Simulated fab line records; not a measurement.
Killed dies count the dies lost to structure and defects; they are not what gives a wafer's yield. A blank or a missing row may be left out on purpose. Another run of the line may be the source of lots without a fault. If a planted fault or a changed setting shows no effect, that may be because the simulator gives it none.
Which tool is to blame?	flow gf180mcu	36 wafers from 12 lots sampled at 6 of the route's 602 steps

WHAT THE GAUGES SHOWED, per wafer
GF_SALICIDE_RS_MEAS_04: the measuring method here is four-point-probe.
lot	measured	on	SALICIDE_TIN_RS (ohm/sq)
L784	day 15 10:44	film metro-02	16.5 16.6 16.5
L785	day 15 12:39	film metro-02	16.4 16.7 16.4
L787	day 16 11:39	film metro-03	16.5 16.4 16.4
L791	day 17 19:19	film metro-04	26.6 27.4 26.5
L792	day 18 01:38	film metro-03	26.6 26.5 26.4
L793	day 18 09:53	film metro-03	26.0 25.1 25.1
L795	day 19 05:40	film metro-04	16.4 17.0 17.0
L801	day 21 05:18	film metro-04	15.9 16.1 16.0
L802	day 21 16:53	film metro-02	16.2 16.2 16.5
L803	day 21 21:51	film metro-02	16.5 16.8 16.8
L804	day 22 08:20	film metro-04	15.8 16.5 15.9
L807	day 23 08:06	film metro-03	16.7 16.6 16.6

GF_SALICIDE_THK_MEAS_05: measures by xrf.
lot	measured	on	SALICIDE_TIN_THK (nm)
L784	day 15 10:49	film metro-02	20.12 19.77 20.03
L785	day 15 12:45	film metro-02	20.10 20.00 20.25
L787	day 16 11:45	film metro-03	19.87 19.70 19.84
L791	day 17 19:26	film metro-04	<0.00 <0.00 <0.00
L792	day 18 01:44	film metro-03	<0.00 <0.00 <0.00
L793	day 18 09:59	film metro-03	<0.00 <0.00 <0.00
L795	day 19 05:47	film metro-04	19.69 19.63 19.84
L801	day 21 05:25	film metro-04	20.14 20.30 20.02
L802	day 21 16:59	film metro-02	19.78 19.87 19.92
L803	day 21 21:58	film metro-02	19.66 19.75 19.86
L804	day 22 08:26	film metro-04	19.79 19.64 19.69
L807	day 23 08:13	film metro-03	19.45 20.07 19.88

GF_V3_OVL_MEAS_15.
lot	measured	on	V3_OVL (nm)
L784	day 22 17:17	overlay-01	12 10 5
L785	day 22 19:45	overlay-01	10 6 8
L787	day 23 19:06	overlay-02	1 4 -5
L795	day 26 07:58	overlay-01	5 0 -2
L801	day 27 22:58	overlay-02	3 5 5
L802	day 28 11:09	overlay-01	0 -5 4
L803	day 28 14:05	overlay-01	5 1 4
L804	day 28 22:33	overlay-01	10 17 6
L807	day 29 16:55	overlay-01	10 11 8

EACH LOT AND THE TOOL THAT RAN IT (in order: tool; ch and the chambers of the sampled wafers; start)
lot	GF_SALICIDE_SPUTTER_03	GF_CONTACT_SPUTTER_22	GF_M3_SPUTTER_02
L784	pvd sputter-01, day 15 10:39	pvd sputter-03, day 16 09:52	pvd sputter-03, day 20 15:55
L785	pvd sputter-02, day 15 12:35	pvd sputter-03, day 16 12:10	pvd sputter-03, day 20 17:48
L787	pvd sputter-02, day 16 11:35	pvd sputter-03, day 17 11:41	pvd sputter-01, day 21 18:34
L791	pvd sputter-01, day 17 19:17	-	-
L792	pvd sputter-01, day 18 01:35	-	-
L793	pvd sputter-02, day 18 09:49	-	-
L795	pvd sputter-04, day 19 05:38	pvd sputter-04, day 20 07:21	pvd sputter-01, day 24 12:32
L801	pvd sputter-02, day 21 05:17	pvd sputter-02, day 22 06:11	pvd sputter-01, day 26 05:20
L802	pvd sputter-02, day 21 16:50	pvd sputter-04, day 22 18:11	pvd sputter-01, day 26 16:43
L803	pvd sputter-02, day 21 21:50	pvd sputter-03, day 22 22:45	pvd sputter-04, day 26 21:24
L804	pvd sputter-04, day 22 08:17	pvd sputter-02, day 23 08:45	pvd sputter-04, day 27 05:55
L807	pvd sputter-01, day 23 08:05	pvd sputter-04, day 24 08:05	pvd sputter-03, day 28 00:48
- GF_SALICIDE_SPUTTER_03: material TiN, target thk 20 nm, time 16.7 s.
- GF_CONTACT_SPUTTER_22: material Ti, target thk 15 nm, time 80.02 s.
- GF_M3_SPUTTER_02: material AlCu, target thk 450 nm, time 23.9 s.

AS READ BY THE TOOLS THEMSELVES (means over the sampled wafers that have a number; for cases with no such wafer, the mark the record gives instead)
GF_SALICIDE_SPUTTER_03.
lot	tool	cathode dc power W (W)	chamber pressure pa (Pa)	throttle valve pct (%)
L784	pvd sputter-01	6500.2	0.4003	30.8
L785	pvd sputter-02	6500.6	0.4000	29.7
L787	pvd sputter-02	6500.2	0.4007	28.7
L791	pvd sputter-01	-	-	-
L792	pvd sputter-01	-	-	-
L793	pvd sputter-02	-	-	-
L795	pvd sputter-04	6501.5	0.3995	30.0
L801	pvd sputter-02	6498.5	0.4003	28.7
L802	pvd sputter-02	6500.2	0.4005	30.3
L803	pvd sputter-02	6500.4	0.3999	29.9
L804	pvd sputter-04	6500.1	0.4004	30.5
L807	pvd sputter-01	6500.4	0.3993	30.4

GF_CONTACT_SPUTTER_22.
lot	tool	cathode dc power W (W)	chamber pressure pa (Pa)	throttle valve pct (%)
L784	pvd sputter-03	2499.9	5.009	29.6
L785	pvd sputter-03	2500.1	5.002	29.6
L787	pvd sputter-03	2499.5	4.990	29.9
L795	pvd sputter-04	2500.4	5.004	29.9
L801	pvd sputter-02	2500.0	5.003	29.6
L802	pvd sputter-04	2500.3	4.999	30.0
L803	pvd sputter-03	2499.9	5.006	30.3
L804	pvd sputter-02	2500.0	5.003	29.2
L807	pvd sputter-04	2499.9	4.980	29.6

GF_M3_SPUTTER_02.
lot	tool	cathode dc power W (W)	chamber pressure pa (Pa)	throttle valve pct (%)
L784	pvd sputter-03	10598	0.4003	29.6
L785	pvd sputter-03	10599	0.3995	29.7
L787	pvd sputter-01	10598	0.3998	30.0
L795	pvd sputter-01	10599	0.3998	29.8
L801	pvd sputter-01	10601	0.4001	30.1
L802	pvd sputter-01	10599	0.3998	30.2
L803	pvd sputter-04	10600	0.4010	31.1
L804	pvd sputter-04	10599	0.4005	30.0
L807	pvd sputter-03	10600	0.4005	30.4

THE ANSWER, worked out from the rows above alone
Rule: what is usual is taken from the lots themselves. The widest of any qualifying gaps counts: lots, ordered by their means at a reading, are off when they make up no more than a third of the lots, leave a main group of 4 or more, and stand apart from it by 3 or more times the standard deviation of that group's means. The tables above print the reading to a certain number of digits; a main group whose means all agree to those digits is not used. A lot without any number at a reading at which 4 lots or more have one is off too. Any other lot the step has rows for is counted as sound. After the gauges, taken in route order, come the tools' own readings; for these a lot's mean is taken, as printed above. The first step at which some lot is off is used, and at that step the reading that is off furthest; a lot without a number counts as furthest.
Off: at GF_SALICIDE_RS_MEAS_04 (SALICIDE_TIN_RS), L791, L792, L793. Mean 16.4 ohm/sq and standard deviation 0.26 in the main group.
A tool fits if, at a process step before that reading, it ran every lot that is off, and no sound lot after the first of them. Not tried: the gauges at GF_SALICIDE_RS_MEAS_04; whatever is off there is also off at GF_SALICIDE_SPUTTER_03, on other tools, and gauge error can't account for it. None of those tried fits.

WHAT HAD BEEN PUT IN BY THE SIMULATOR
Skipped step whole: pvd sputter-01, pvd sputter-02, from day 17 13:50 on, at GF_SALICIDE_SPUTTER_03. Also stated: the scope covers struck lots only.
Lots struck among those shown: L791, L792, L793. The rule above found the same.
